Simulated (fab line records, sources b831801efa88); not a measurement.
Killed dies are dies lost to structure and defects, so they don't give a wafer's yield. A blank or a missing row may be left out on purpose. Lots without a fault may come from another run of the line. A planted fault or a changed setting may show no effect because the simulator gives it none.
A struck lot beside a sound one | flow sky130 | 22 steps out of a route of 708
Sound: wafers L306.3, L306.4, L306.5. Struck: wafers L297.1, L297.2, L297.5. The cause comes at the end.
At each step with rows: each side's tool, then ch and its chambers, then its first start. Under that, the readings that differ: sound wafers | struck wafers | difference of the means | sigmas: that difference in standard deviations of wafers without a fault.
alike: readings whose means differ by less than 2 such deviations, and words and numbers that are the same on both sides. not compared: withheld readings, readings that some wafer has no value for, bounds like >300 that may hide the same value, and numbers for which the record gives no deviation and whose values overlap.
The two part at a step that has a row with sigmas, a row that says differs or no value, or rows on one side only. Numbers that don't overlap but have no deviation are shown without sigmas and don't part them. A reading that every wafer of one side lacks parts them only if that side has two wafers or more.

SKY_VIA4_RS_MEAS_19: measures by four-point-probe.
  sound on film_metro-02, day 47 17:03; struck on film_metro-02, day 45 07:13
  alike: VIA4_W_RS
SKY_VIA4_THK_MEAS_20: measures by xrf.
  sound on film_metro-02, day 47 17:09; struck on film_metro-02, day 45 07:20
  alike: VIA4_W_THK
SKY_VIA4_CMP_21: polishes, stops on SiO2, t overpolish 25 s, target thk 0 nm.
  sound on cmp-01 ch 1,2,3, day 47 17:17; struck on cmp-02 ch 0,2, day 45 07:26
  alike: motor_current_A, overpolish_run_s, time_to_endpoint_s
SKY_METAL5_SPUTTER_00: material Ti, target thk 15 nm, time 10 s.
  sound on pvd_sputter-04, day 47 17:29; struck on pvd_sputter-04, day 45 07:41
  alike: cathode_dc_power_W, throttle_valve_pct
SKY_METAL5_SPUTTER_01: material TiN, target thk 20 nm, time 16.7 s.
  sound on pvd_sputter-04, day 47 17:31; struck on pvd_sputter-04, day 45 07:43
  alike: cathode_dc_power_W, throttle_valve_pct
SKY_METAL5_SPUTTER_02: material AlCu, target thk 1150 nm, time 61.2 s.
  sound on pvd_sputter-04, day 47 17:32; struck on pvd_sputter-04, day 45 07:44
  alike: cathode_dc_power_W, throttle_valve_pct
then, 2 steps without rows for these wafers: SKY_METAL5_SPUTTER_03 (material Ti, target thk 5 nm, time 3.3 s); SKY_METAL5_SPUTTER_04 (material TiN, target thk 70 nm, time 58.3 s).
SKY_METAL5_RS_MEAS_05: measures by four-point-probe.
  sound on film_metro-04, day 47 17:41; struck on film_metro-01, day 45 07:52
  alike: METAL5_ALCU_RS
SKY_METAL5_THK_MEAS_06: measures by xrf.
  sound on film_metro-04, day 47 17:47; struck on film_metro-01, day 45 07:59
  alike: METAL5_ALCU_THK
then, 2 steps without rows for these wafers: SKY_METAL5_DEHYDRATE_07 (time 60 s); SKY_METAL5_HMDS_08 (prime time 60 s).
SKY_METAL5_COAT_09: resist thk 1800 nm.
  sound on litho_track-01 ch 0, day 48 03:02; struck on litho_track-04 ch 0, day 45 17:55
  reading                                     | sound          | struck         | difference | sigmas
  model.NOVOLAK_of_METAL5_COAT_09.thk_nm (nm) | 1808 1807 1810 | 1854 1853 1850 | +44        |
  alike: chill_plate_temp_C
then, 4 steps without rows for these wafers: SKY_METAL5_SOFTBAKE_10 (time 60 s); SKY_METAL5_EXPOSE_11 (exposes mask MM5, target cd 1600 nm); SKY_METAL5_PEB_12; SKY_METAL5_DEVELOP_13 (develop time 60 s).
SKY_METAL5_DESCUM_14: chemistry O2, time 11 s.
  sound on rie_metal-01 ch 0,1, day 48 12:31; struck on rie_metal-01 ch 0,1, day 46 04:37
  reading               | sound             | struck            | difference | sigmas
  oes_product_au (a.u.) | 1.031 1.013 1.020 | 1.004 1.000 0.996 | -0.021     | -2
  alike: drypump_motor_current_A
  not compared: rf_hours_counter_h
SKY_METAL5_METAL_ETCH_15: etches the open film in Cl2/BCl3, stops on SiO2, target depth 1260 nm, time 252 s.
  sound on rie_metal-01 ch 0,1, day 48 12:37; struck on rie_metal-01 ch 0,1, day 46 04:40
  reading                                     | sound             | struck            | difference | sigmas
  bcl3_flow_sccm (sccm)                       | 29.92 29.97 29.92 | 30.21 30.12 30.02 | +0.18      | +2
  model.NOVOLAK_of_METAL5_COAT_09.thk_nm (nm) | 1023 1035 1020    | 1074 1088 1082    | +55        |
  alike: drypump_motor_current_A, oes_product_au, throttle_valve_pct
  not compared: rf_hours_counter_h
SKY_METAL5_STRIP_16: strips in O2/N2.
  sound on plasma_asher-03 ch 0,1, day 48 12:49; struck on plasma_asher-03 ch 0,1, day 46 04:53
  reading                      | sound             | struck            | difference | sigmas
  strip_time_to_endpoint_s (s) | 12.92 13.08 12.91 | 13.52 13.67 13.59 | +0.62      | +5
  alike: drypump_motor_current_A, oes_product_au
  not compared: rf_hours_counter_h
then, 1 step without rows for these wafers: SKY_METAL5_STRIP_17 (strips in post etch residue remover, time 1200 s).
SKY_PAD_OPEN_PROBE_99:
  sound on prober-02, day 50 03:20; struck on prober-01, day 47 23:58
  alike: defect_limited_yield, killed_at_M0_to_M3, killed_at_M4_up, killed_at_contacts, killed_at_front_end, killed_at_other, killed_dies, killed_open, killed_short, sort_bin_3_pad_short, sort_bin_5_function, sort_bin_6_memory, sort_n_pass, sort_yield_pct

WHERE THEY PART
First at SKY_METAL5_DESCUM_14; last, within this record, at SKY_METAL5_STRIP_16. Later steps at which nothing parts them and some readings are alike: SKY_PAD_OPEN_PROBE_99.

WHY: what the simulator had put in
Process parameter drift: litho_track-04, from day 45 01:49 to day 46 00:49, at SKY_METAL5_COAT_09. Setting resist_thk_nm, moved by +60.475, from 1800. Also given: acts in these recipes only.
